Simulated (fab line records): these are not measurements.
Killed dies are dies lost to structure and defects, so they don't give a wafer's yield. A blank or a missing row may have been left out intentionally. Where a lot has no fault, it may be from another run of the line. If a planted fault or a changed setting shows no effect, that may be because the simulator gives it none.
fab line records    flow sky130
[record] lots = 14  wafers = 42  lastDay = 50
route steps=708 shown CONTACT@406 METAL1@436
lots with no fault: from the same line, run without faults
startH: hours from the record's opening day to when the first of the lot's shown wafers began    waitH: hours elapsed since this lot's preceding step    " the same as in the row above    L1.1+2: a row that stands for several wafers    - either no value or no given start    * or withheld: withheld    < > ~ a bound
route shown NAME@n: names a module that has steps shown in the file, with the first one's number in the route    usual: mean/standard deviation of fault-free wafers    same: alike in all rows    chamber/n: place in a boat    sites: each site's reading    _std_site: standard deviation across them    _edge_site: inner sites' mean taken away from outer sites' mean    radiusMm: how far each site lies from the wafer's centre    mask NAME#n: copy n    behind: tool/chamber where the wafer was last shaped    hold: why the lot went on hold/how many hours it stayed there/how the hold came to an end    device: which transistor (n, p or np) failed to switch    end of line: the tests these same wafers got at the end of their route    a step without rows: its recipe alone    killed: dies lost to structure and defects at the first sort, not the wafer's yield    map: per-die view of a wafer (x killed, . not killed, _ where there is no die)
set.NAME: the setting that was run; set.NAME@STEP: the one run at that earlier step    model.NAME: the simulator's own value behind a step, which no gauge read
steps of the route over a sample of lots; a table a step, a row a wafer
services: from which hour (startH, from the record's first day; less than 0 if before it) a tool's chamber was out of use, for how many hours, and why
[[steps]]
[step SKY_CONTACT_CVD_00]
[recipe] material = Si3N4  targetThkNm = 75  tempC = 400  timeS = withheld  rfW = 450
[usual] heaterPowerW = 757/81
lot.wafer  tool      chamber  startH  waitH  heaterPowerW
L295.1     pecvd-03  0        722.25  0.0    606
L295.4     "         1        "       "      707
L295.5     "         0        "       "      638
L296.2     pecvd-03  0        725.63  0.0    671
L296.3     "         1        "       "      727
L296.6     "         0        "       "      688
L297.1     pecvd-02  0        730.65  0.0    696
L297.2     "         2        "       "      836
L297.3     "         0        "       "      731
L299.2     pecvd-03  2        746.41  0.0    788
L299.3     "         0        "       "      618
L299.5     "         1        "       "      847
L303.2     pecvd-02  1        776.51  0.0    729
L303.4     "         1        "       "      727
L303.6     "         0        "       "      727
L304.1     pecvd-02  1        797.06  0.0    687
L304.4     "         0        "       "      840
L304.6     "         1        "       "      705
L305.1     pecvd-01  1        798.23  0.0    702
L305.2     "         0        "       "      754
L305.4     "         2        "       "      701
L306.3     pecvd-03  2        806.30  0.0    830
L306.5     "         0        "       "      648
L306.6     "         2        "       "      834
L307.1     pecvd-02  2        810.99  0.0    917
L307.3     "         0        "       "      846
L307.5     "         1        "       "      708
L308.2     pecvd-01  0        818.81  0.0    770
L308.3     "         2        "       "      671
L308.4     "         0        "       "      761
L315.4     pecvd-03  1        863.50  0.0    847
L315.5     "         2        "       "      740
L315.6     "         0        "       "      687
L316.1     pecvd-01  0        868.25  0.0    694
L316.3     "         2        "       "      830
L316.4     "         2        "       "      649
L318.1     pecvd-03  1        892.15  0.0    873
L318.3     "         2        "       "      844
L318.6     "         2        "       "      656
L317.4     pecvd-02  0        895.07  0.0    839
L317.5     "         1        "       "      644
L317.6     "         2        "       "      908
[step SKY_CONTACT_THK_MEAS_03]
[recipe] reads = SiO2_of_CONTACT_HDPCVD_02
[usual] CONTACT_HDPCVD_THK = 567/6.2
lot.wafer  tool          chamber  startH  waitH  CONTACT_HDPCVD_THK[nm]
L295.1     filmMetro-02  -        722.43  0.0    575
L295.4     "             -        "       "      576
L295.5     "             -        "       "      567
L296.2     filmMetro-01  -        725.80  0.0    575
L296.3     "             -        "       "      567
L296.6     "             -        "       "      577
L297.1     filmMetro-01  -        730.83  0.0    576
L297.2     "             -        "       "      571
L297.3     "             -        "       "      571
L299.2     filmMetro-02  -        746.58  0.0    577
L299.3     "             -        "       "      570
L299.5     "             -        "       "      567
L303.2     filmMetro-04  -        776.68  0.0    567
L303.4     "             -        "       "      553
L303.6     "             -        "       "      564
L304.1     filmMetro-04  -        797.26  0.1    560
L304.4     "             -        "       "      560
L304.6     "             -        "       "      565
L305.1     filmMetro-02  -        798.43  0.1    569
L305.2     "             -        "       "      566
L305.4     "             -        "       "      559
L306.3     filmMetro-02  -        806.52  0.1    563
L306.5     "             -        "       "      569
L306.6     "             -        "       "      564
L307.1     filmMetro-01  -        811.15  0.0    564
L307.3     "             -        "       "      566
L307.5     "             -        "       "      569
L308.2     filmMetro-02  -        818.98  0.0    575
L308.3     "             -        "       "      553
L308.4     "             -        "       "      555
L315.4     filmMetro-02  -        863.68  0.0    576
L315.5     "             -        "       "      569
L315.6     "             -        "       "      564
L316.1     filmMetro-01  -        868.44  0.1    567
L316.3     "             -        "       "      574
L316.4     "             -        "       "      563
L318.1     filmMetro-02  -        892.31  0.0    563
L318.3     "             -        "       "      571
L318.6     "             -        "       "      569
L317.4     filmMetro-01  -        895.24  0.0    562
L317.5     "             -        "       "      573
L317.6     "             -        "       "      560
[step SKY_CONTACT_BOW_MEAS_05]
[recipe] mode = bow
[usual] CONTACT_BOW = 81/7.1
lot.wafer  tool          chamber  startH  waitH  CONTACT_BOW[um]
L295.1     filmMetro-01  -        722.79  0.2    67
L295.4     "             -        "       "      88
L295.5     "             -        "       "      81
L296.2     filmMetro-01  -        726.17  0.2    88
L296.3     "             -        "       "      91
L296.6     "             -        "       "      87
L297.1     filmMetro-04  -        731.19  0.2    78
L297.2     "             -        "       "      73
L297.3     "             -        "       "      72
L299.2     filmMetro-01  -        748.62  0.2    83
L299.3     "             -        "       "      68
L299.5     "             -        "       "      84
L303.2     filmMetro-01  -        777.05  0.2    78
L303.4     "             -        "       "      70
L303.6     "             -        "       "      93
L304.1     filmMetro-02  -        797.62  0.2    80
L304.4     "             -        "       "      74
L304.6     "             -        "       "      84
L305.1     filmMetro-01  -        798.79  0.2    73
L305.2     "             -        "       "      80
L305.4     "             -        "       "      70
L306.3     filmMetro-02  -        806.90  0.2    95
L306.5     "             -        "       "      96
L306.6     "             -        "       "      98
L307.1     filmMetro-04  -        811.51  0.2    81
L307.3     "             -        "       "      87
L307.5     "             -        "       "      82
L308.2     filmMetro-02  -        819.35  0.1    79
L308.3     "             -        "       "      88
L308.4     "             -        "       "      83
L315.4     filmMetro-04  -        864.07  0.3    92
L315.5     "             -        "       "      85
L315.6     "             -        "       "      82
L316.1     filmMetro-01  -        868.80  0.2    83
L316.3     "             -        "       "      75
L316.4     "             -        "       "      76
L318.1     filmMetro-01  -        892.81  0.1    70
L318.3     "             -        "       "      76
L318.6     "             -        "       "      76
L317.4     filmMetro-04  -        895.63  0.3    82
L317.5     "             -        "       "      79
L317.6     "             -        "       "      80
[step SKY_METAL1_SPUTTER_02]
[recipe] material = AlCu  targetThkNm = 250  powerW = 10600  timeS = 13.3  chamberPressurePa = 0.4
[usual] throttleValvePct = 29.7/0.89
lot.wafer  tool           chamber  startH  waitH  throttleValvePct
L295.1     pvdSputter-02  -        752.38  0.0    31.2
L295.4     "              -        "       "      30.7
L295.5     "              -        "       "      28.4
L296.2     pvdSputter-02  -        755.33  0.0    30.5
L296.3     "              -        "       "      30.2
L296.6     "              -        "       "      30.6
L297.1     pvdSputter-01  -        760.90  0.0    30.4
L297.2     "              -        "       "      30.4
L297.3     "              -        "       "      30.3
L299.2     pvdSputter-01  -        778.02  0.0    30.2
L299.3     "              -        "       "      28.5
L299.5     "              -        "       "      28.5
L303.2     pvdSputter-01  -        804.43  0.0    28.2
L303.4     "              -        "       "      30.4
L303.6     "              -        "       "      28.4
L304.1     pvdSputter-01  -        825.75  0.0    30.0
L304.4     "              -        "       "      30.4
L304.6     "              -        "       "      30.3
L305.1     pvdSputter-03  -        827.76  0.0    29.0
L305.2     "              -        "       "      29.8
L305.4     "              -        "       "      29.0
L306.3     pvdSputter-01  -        835.28  0.0    28.3
L306.5     "              -        "       "      30.1
L306.6     "              -        "       "      30.0
L307.1     pvdSputter-02  -        839.30  0.0    28.5
L307.3     "              -        "       "      30.1
L307.5     "              -        "       "      31.5
L308.2     pvdSputter-01  -        847.18  0.0    30.3
L308.3     "              -        "       "      30.2
L308.4     "              -        "       "      28.3
L315.4     pvdSputter-02  -        891.77  0.0    30.3
L315.5     "              -        "       "      28.6
L315.6     "              -        "       "      31.5
L316.1     pvdSputter-03  -        896.56  0.0    29.6
L316.3     "              -        "       "      29.1
L316.4     "              -        "       "      29.1
L318.1     pvdSputter-03  -        919.58  0.0    29.3
L318.3     "              -        "       "      29.2
L318.6     "              -        "       "      29.2
L317.4     pvdSputter-01  -        922.72  0.0    28.3
L317.5     "              -        "       "      30.2
L317.6     "              -        "       "      28.5
[step SKY_METAL1_RS_MEAS_05]
[recipe] thkMeasGauge = four-point-probe  reads = TiN_of_METAL1_SPUTTER_04+Ti_of_METAL1_SPUTTER_03+AlCu_of_METAL1_SPUTTER_02+TiN_of_METAL1_SPUTTER_01+Ti_of_METAL1_SPUTTER_00
[usual] METAL1_ALCU_RS = 0.1265/0.0014
lot.wafer  tool          chamber  startH  waitH  METAL1_ALCU_RS[ohm/sq]
L295.1     filmMetro-04  -        752.47  0.0    0.1254
L295.4     "             -        "       "      0.1265
L295.5     "             -        "       "      0.1268
L296.2     filmMetro-04  -        755.44  0.0    0.1257
L296.3     "             -        "       "      0.1260
L296.6     "             -        "       "      0.1258
L297.1     filmMetro-04  -        760.99  0.0    0.1256
L297.2     "             -        "       "      0.1253
L297.3     "             -        "       "      0.1278
L299.2     filmMetro-04  -        778.13  0.0    0.1243
L299.3     "             -        "       "      0.1246
L299.5     "             -        "       "      0.1239
L303.2     filmMetro-02  -        804.54  0.0    0.1271
L303.4     "             -        "       "      0.1270
L303.6     "             -        "       "      0.1256
L304.1     filmMetro-03  -        825.85  0.0    0.1262
L304.4     "             -        "       "      0.1284
L304.6     "             -        "       "      0.1255
L305.1     filmMetro-03  -        827.85  0.0    0.1276
L305.2     "             -        "       "      0.1272
L305.4     "             -        "       "      0.1282
L306.3     filmMetro-03  -        835.42  0.1    0.0848
L306.5     "             -        "       "      0.0841
L306.6     "             -        "       "      0.0853
L307.1     filmMetro-02  -        839.40  0.0    0.1258
L307.3     "             -        "       "      0.1264
L307.5     "             -        "       "      0.1253
L308.2     filmMetro-02  -        847.29  0.0    0.0855
L308.3     "             -        "       "      0.0846
L308.4     "             -        "       "      0.0846
L315.4     filmMetro-02  -        891.91  0.1    0.1244
L315.5     "             -        "       "      0.1265
L315.6     "             -        "       "      0.1245
L316.1     filmMetro-04  -        896.65  0.0    0.1276
L316.3     "             -        "       "      0.1248
L316.4     "             -        "       "      0.1268
L318.1     filmMetro-02  -        919.67  0.0    0.1256
L318.3     "             -        "       "      0.1295
L318.6     "             -        "       "      0.1289
L317.4     filmMetro-02  -        922.87  0.1    0.1250
L317.5     "             -        "       "      0.1243
L317.6     "             -        "       "      0.1262
[step SKY_METAL1_THK_MEAS_06]
[recipe] thkMeasGauge = xrf  reads = AlCu_of_METAL1_SPUTTER_02
[usual] METAL1_ALCU_THK = 254/3.1
lot.wafer  tool          chamber  startH  waitH  METAL1_ALCU_THK[nm]
L295.1     filmMetro-04  -        752.59  0.1    255
L295.4     "             -        "       "      251
L295.5     "             -        "       "      252
L296.2     filmMetro-04  -        755.55  0.1    254
L296.3     "             -        "       "      254
L296.6     "             -        "       "      253
L297.1     filmMetro-04  -        761.11  0.1    256
L297.2     "             -        "       "      255
L297.3     "             -        "       "      251
L299.2     filmMetro-04  -        778.24  0.1    259
L299.3     "             -        "       "      259
L299.5     "             -        "       "      260
L303.2     filmMetro-02  -        804.65  0.1    253
L303.4     "             -        "       "      252
L303.6     "             -        "       "      255
L304.1     filmMetro-03  -        825.97  0.1    256
L304.4     "             -        "       "      252
L304.6     "             -        "       "      256
L305.1     filmMetro-03  -        827.97  0.1    254
L305.2     "             -        "       "      252
L305.4     "             -        "       "      253
L306.3     filmMetro-03  -        835.52  0.1    377
L306.5     "             -        "       "      381
L306.6     "             -        "       "      375
L307.1     filmMetro-02  -        839.52  0.1    255
L307.3     "             -        "       "      254
L307.5     "             -        "       "      256
L308.2     filmMetro-02  -        847.40  0.1    373
L308.3     "             -        "       "      375
L308.4     "             -        "       "      376
L315.4     filmMetro-02  -        892.00  0.1    256
L315.5     "             -        "       "      253
L315.6     "             -        "       "      257
L316.1     filmMetro-04  -        896.77  0.1    251
L316.3     "             -        "       "      256
L316.4     "             -        "       "      252
L318.1     filmMetro-02  -        919.79  0.1    256
L318.3     "             -        "       "      247
L318.6     "             -        "       "      250
L317.4     filmMetro-02  -        922.96  0.1    258
L317.5     "             -        "       "      258
L317.6     "             -        "       "      255
[step SKY_METAL1_METAL_ETCH_19]
[recipe] targetDepthA = 3600  stopOn = SiO2  overEtchFrac = 0.3  timeS = 78  chemistry = Cl2/BCl3  resistSidewallDeg = 88  pressureMtorr = 10  icpW = 900  biasW = 48.5  Cl2_flow_sccm = 60  bcl3FlowSccm = 30
[usual] bcl3FlowSccm = 29.99/0.088  drypumpMotorCurrentA = 5.3/0.34  heBacksideLeakSccm = 3.29/0.27  oesProductAu = 0.855/0.006  throttleValvePct = 22.264/0.0095
lot.wafer  tool         chamber  startH  waitH  bcl3FlowSccm  drypumpMotorCurrentA  heBacksideLeakSccm  oesProductAu  rfHoursCounterH  throttleValvePct
L295.1     rieMetal-03  1        780.58  0.0    30.04         5.6                   3.45                0.854         14               22.266
L295.4     "            0        "       "      29.92         6.1                   3.11                0.847         -                22.262
L295.5     "            1        "       "      30.07         5.6                   3.48                0.856         -                22.262
L296.2     rieMetal-01  1        783.37  0.0    29.90         4.8                   3.10                0.867         13               22.253
L296.3     "            0        "       "      29.98         5.3                   3.26                0.854         -                22.279
L296.6     "            1        "       "      29.86         4.8                   3.20                0.867         -                22.280
L297.1     rieMetal-04  0        788.37  0.0    30.10         5.3                   3.13                0.856         1                22.288
L297.2     "            1        "       "      30.08         5.3                   3.27                0.850         3                22.235
L297.3     "            0        "       "      30.22         5.3                   3.35                0.851         -                22.262
L299.2     rieMetal-01  0        805.20  0.0    30.08         5.3                   3.28                0.855         7                22.245
L299.3     "            0        "       "      30.10         5.3                   3.29                0.853         -                22.270
L299.5     "            0        "       "      30.06         5.3                   3.32                0.861         -                22.266
L303.2     rieMetal-03  0        831.35  0.0    30.03         6.0                   3.29                0.857         5                22.272
L303.4     "            0        "       "      29.93         6.0                   3.40                0.854         -                22.268
L303.6     "            0        "       "      30.05         6.0                   3.11                0.857         -                22.283
L304.1     rieMetal-01  0        852.37  0.0    30.01         5.3                   3.16                0.851         9                22.253
L304.4     "            0        "       "      29.93         5.3                   3.18                0.852         -                22.267
L304.6     "            1        "       "      29.93         4.8                   3.25                0.859         -                22.270
L305.1     rieMetal-03  0        854.55  0.0    29.97         6.1                   2.82                0.853         5                22.266
L305.2     "            1        "       "      30.03         5.6                   3.12                0.849         2                22.266
L305.4     "            0        "       "      30.08         6.1                   3.20                0.853         -                22.263
L306.3     rieMetal-01  1        861.23  0.1    30.00         4.9                   5.85                0.973         -                22.276
L306.5     "            1        "       "      30.07         4.8                   3.27                0.977         -                22.261
L306.6     "            0        "       "      30.12         5.3                   3.40                0.964         -                22.276
L307.1     rieMetal-03  0        865.48  0.0    29.98         6.1                   3.22                0.853         6                22.255
L307.3     "            0        "       "      30.05         6.1                   3.29                0.849         -                22.246
L307.5     "            0        "       "      29.93         6.1                   3.34                0.866         -                22.265
L308.2     rieMetal-04  1        873.90  0.0    30.03         5.3                   3.43                0.963         6                22.263
L308.3     "            1        "       "      30.01         5.3                   3.43                0.968         -                22.263
L308.4     "            0        "       "      30.00         5.3                   2.95                0.966         -                22.262
L315.4     rieMetal-01  0        917.33  0.1    29.91         5.3                   3.26                0.860         -                22.273
L315.5     "            1        "       "      30.01         4.8                   3.23                0.860         -                22.252
L315.6     "            0        "       "      29.95         5.3                   3.20                0.855         -                22.260
L316.1     rieMetal-04  0        921.73  0.0    29.90         5.2                   3.02                0.854         6                22.255
L316.3     "            1        "       "      30.06         5.3                   3.40                0.852         -                22.279
L316.4     "            0        "       "      29.86         5.3                   3.13                0.854         -                22.276
L318.1     rieMetal-01  0        944.88  0.0    29.93         5.3                   3.31                0.855         13               22.272
L318.3     "            0        "       "      29.92         5.3                   3.27                0.857         -                22.274
L318.6     "            0        "       "      29.89         5.3                   3.30                0.843         -                22.261
L317.4     rieMetal-01  1        947.70  0.1    29.89         4.8                   3.06                0.856         -                22.267
L317.5     "            0        "       "      30.02         5.3                   3.20                0.861         -                22.269
L317.6     "            1        "       "      29.91         4.8                   2.94                0.856         -                22.268
[[services]]
tool           chamber  startH  hours  kind
rieMetal-03    -        716.92  1.0    repair
pecvd-01       -        720.50  2.8    pm
rieMetal-03    -        722.04  14.6   pm
pecvd-02       -        734.88  0.9    repair
pvdSputter-03  -        739.55  0.7    repair
pecvd-01       2        746.54  2.3    repair
pecvd-03       2        758.83  4.3    repair
rieMetal-03    -        759.02  0.3    repair
pvdSputter-02  -        760.02  3.3    repair
pecvd-03       -        760.58  2.0    repair
pvdSputter-02  -        794.62  0.8    repair
pvdSputter-01  -        797.49  3.7    repair
pvdSputter-03  -        806.48  2.3    repair
pecvd-03       -        809.69  1.3    repair
rieMetal-01    0        840.21  6.9    repair
pvdSputter-01  -        850.02  2.4    repair
rieMetal-01    -        862.55  14.6   pm
rieMetal-01    1        877.15  -      clean
pecvd-03       0        892.19  7.6    repair
pecvd-02       -        893.14  0.5    repair
pecvd-03       -        936.08  14.6   pm
pecvd-02       1        937.23  4.8    repair
pecvd-01       -        938.25  0.3    repair
pvdSputter-01  -        947.22  5.7    repair
[[key]]
[firstSign] step = SKY_METAL1_RS_MEAS_05  reading = METAL1_ALCU_RS  direction = down  sigmas = 29  usual = 0.1265  struck = 0.0848
[effect] step = SKY_METAL1_THK_MEAS_06  reading = METAL1_ALCU_THK  direction = up  sigmas = 39  usual = 254  struck = 376
[effect] step = SKY_METAL1_METAL_ETCH_19  reading = oesProductAu  direction = up  sigmas = 19  usual = 0.855  struck = 0.968
metAt SKY_METAL1_SPUTTER_02
struckLots L306,L308
sortLeftOut L306.3,L306.5,L306.6,L308.2,L308.3,L308.4
notActingAt SKY_CONTACT_CVD_00,SKY_CONTACT_THK_MEAS_03,SKY_CONTACT_BOW_MEAS_05
onsetBetween 825.75 835.28
[fault] kind = processParameterDrift  tool = pvdSputter-01  chamber = -  onsetH = 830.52  steps = SKY_METAL1_SPUTTER_02  channel = targetThkNm  offset = 118.32  shape = step  endH = 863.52  actsIn = theseRecipesOnly  stated = 250
// sortLeftOut: the simulated sort isn't trusted on such a fault, so these wafers' sort isn't shown, and their yield isn't known
